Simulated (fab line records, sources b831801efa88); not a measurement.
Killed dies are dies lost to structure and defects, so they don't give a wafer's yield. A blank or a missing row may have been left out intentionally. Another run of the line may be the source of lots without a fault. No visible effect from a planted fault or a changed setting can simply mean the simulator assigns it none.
What tool caused it? -- flow gf180mcu -- 24 wafers from 8 lots sampled at 4 of the route's 602 steps

== WHAT THE GAUGES READ, wafer by wafer ==
GF_LVPWELL_TW_MEAS_11. Usual: LVPWELL_TW gives 555 (standard deviation 5.4).
lot,measured,on,LVPWELL_TW,flag
L319,day 4 01:02,film-metro-01,549 553 553,
L320,day 4 06:07,film-metro-01,551 554 554,
L321,day 4 12:29,film-metro-04,547 549 548,
L322,day 4 18:49,film-metro-02,562 562 562,
L323,day 4 21:29,film-metro-02,686 685 685,OFF
L324,day 5 01:34,film-metro-01,675 676 675,OFF
L325,day 5 09:47,film-metro-02,687 689 686,OFF
L326,day 5 15:20,film-metro-02,684 686 686,OFF

GF_VT_IMPLANT_TW_MEAS_21. Usual: VT_IMPLANT_2_TW gives 1215 (standard deviation 12).
lot,measured,on,VT_IMPLANT_2_TW,flag
L319,day 6 12:13,film-metro-04,1200 1194 1200,
L320,day 6 17:37,film-metro-04,1199 1204 1202,
L321,day 7 01:05,film-metro-03,1229 1229 1236,
L322,day 7 07:44,film-metro-01,1204 1208 1212,
L323,day 7 11:37,film-metro-01,1209 1205 1204,
L324,day 7 14:28,film-metro-03,1233 1228 1230,
L325,day 8 03:13,film-metro-03,1232 1232 1224,
L326,day 8 06:40,film-metro-03,1224 1224 1224,

GF_VT_IMPLANT_RS_MEAS_48: measurement is done with a four-point probe. Usual: LVPWELL_RS gives 1197.5 ohm/sq (standard deviation 3).
lot,measured,on,LVPWELL_RS (ohm/sq),flag
L319,day 7 21:20,film-metro-04,1198.7 1197.6 1198.7,
L320,day 8 02:19,film-metro-02,1187.2 1190.7 1191.0,
L321,day 8 11:14,film-metro-01,1199.8 1196.6 1197.3,
L322,day 8 17:20,film-metro-04,1197.3 1197.9 1196.7,
L323,day 8 20:44,film-metro-02,1168.0 1169.0 1168.8,OFF
L324,day 9 00:47,film-metro-02,1176.8 1175.0 1178.6,OFF
L325,day 9 14:17,film-metro-02,1170.5 1171.2 1170.4,OFF
L326,day 9 17:19,film-metro-02,1171.8 1174.7 1173.9,OFF

== WHAT TOOL EACH LOT RAN ON (gives the tool, then ch and the chambers of the sampled wafers, and finally the start) ==
lot,GF_LVPWELL_IMPLANT_09
L319,"implanter-02 ch 0, day 4 00:48"
L320,"implanter-03 ch 0, day 4 05:52"
L321,"implanter-04 ch 0, day 4 12:16"
L322,"implanter-04 ch 0, day 4 18:34"
L323,"implanter-02 ch 0, day 4 21:15"
L324,"implanter-04 ch 0, day 5 01:19"
L325,"implanter-02 ch 0, day 5 09:34"
L326,"implanter-04 ch 0, day 5 15:05"
- GF_LVPWELL_IMPLANT_09

== AS READ BY THE TOOLS THEMSELVES (means over the sampled wafers that have a number; for cases with no such wafer, the mark the record gives instead) ==
The record holds no such reading with a usual standard deviation.

== THE ANSWER, worked out from the rows above alone ==
Rule: lot off if the mean of its wafers having a number is beyond 3 standard deviations from the usual mean. Also off: a lot with no number at a reading for which 4 or more lots have one. Where the step has rows for the other lots, those lots are counted as sound. The gauges are gone through in route order, then the tools' own readings, and for those a lot's mean is taken as printed above. At the first step where some lot is off, the reading lying furthest off is the one used; lots without a number count as furthest.
Off: L323, L324, L325, L326, seen at GF_LVPWELL_TW_MEAS_11 (LVPWELL_TW).
If a tool, at a process step before that reading, ran all the lots that are off and no sound lot after the first of them, it fits. Gauges at GF_LVPWELL_TW_MEAS_11: tried the same way as those tools. Of those tried, none fits.

== WHAT HAD BEEN PUT IN BY THE SIMULATOR ==
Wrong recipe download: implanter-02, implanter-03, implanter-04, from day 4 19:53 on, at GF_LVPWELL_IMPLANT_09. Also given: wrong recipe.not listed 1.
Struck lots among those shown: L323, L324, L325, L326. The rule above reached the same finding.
